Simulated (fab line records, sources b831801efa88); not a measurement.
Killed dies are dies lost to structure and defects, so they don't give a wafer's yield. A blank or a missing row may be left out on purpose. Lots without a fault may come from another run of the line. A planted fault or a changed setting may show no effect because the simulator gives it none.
Problem report in the 8D (eight disciplines) form, filled by code | flow gf180mcu | the parts of the form that need people (team, actions taken, sign-off) are left out

1. THE PROBLEM
developer_temp_C at GF_POLY_GATE_DEVELOP_09 reads a mean of 20.40 C on 6 wafers of 2 lots; wafers without a fault read 20.99 C with a standard deviation of 0.087. That is -6.8 standard deviations from the usual mean.
The step: develop time 60 s.
First seen on wafer L598.3, day 15 07:35, on litho_track-02. The record holds 42 wafers of 14 lots with a number at this step. Rule for "out", or "out of limits": more than 4 standard deviations from the usual mean. The other wafers with a number count as sound.

2. WHAT IT IS AND WHAT IT IS NOT
question                    | is                     | is not
which readings at this step | developer_temp_C       | chill_plate_temp_C
which lots                  | L598, L600             | L578, L580, L581, L582, L585, L586, L588, L589, L590, L591, L594, L596
which wafers of those lots  | all that have a number | -
read on which tools         | litho_track-02         | litho_track-03, litho_track-04
when                        | from day 15 07:35      | up to then (36 sound wafers)

3. SUSPECTS, AND WHAT RULES EACH OUT
Counting: a tool at a process step up to the reading stays a suspect if it ran every lot that is out and no sound lot after the first of them.
- litho_track-02 at GF_POLY_GATE_DEVELOP_09 (develop time 60 s): kept. It ran every lot that is out, first L598 (day 15 07:35), and no sound lot after that; its last sound lot up to then is L594 (day 14 03:40). Its own readings are out on those wafers: developer_temp_C.
Left after counting: litho_track-02 at GF_POLY_GATE_DEVELOP_09.

4. THE CAUSE (what the simulator had put in)
Process parameter drift: litho_track-02, from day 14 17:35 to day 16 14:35, at GF_POLY_GATE_DEVELOP_09. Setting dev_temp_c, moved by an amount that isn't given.
Counting left only this tool.

5. THE CHAIN OF EFFECTS, in route order
Each row: a reading whose mean over the struck wafers that have a number lies more than 3 standard deviations from the usual. Only readings for which the record gives a usual standard deviation are gone through. hours: the time from each lot's start at the first step in this table that gives one to its start at this step, as a median over the lots. sigmas: the change in usual standard deviations.
hours | step                    | reading          | usual   | on struck wafers | change | sigmas
0     | GF_POLY_GATE_DEVELOP_09 | developer_temp_C | 20.99 C | 20.40            | -0.59  | -6.8
The process steps in it:
- GF_POLY_GATE_DEVELOP_09: develop time 60 s.

6. WHAT WOULD HAVE CAUGHT IT SOONER
In this record the first reading out of limits was taken at day 15 07:35, 14 hours after the fault began at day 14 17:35.
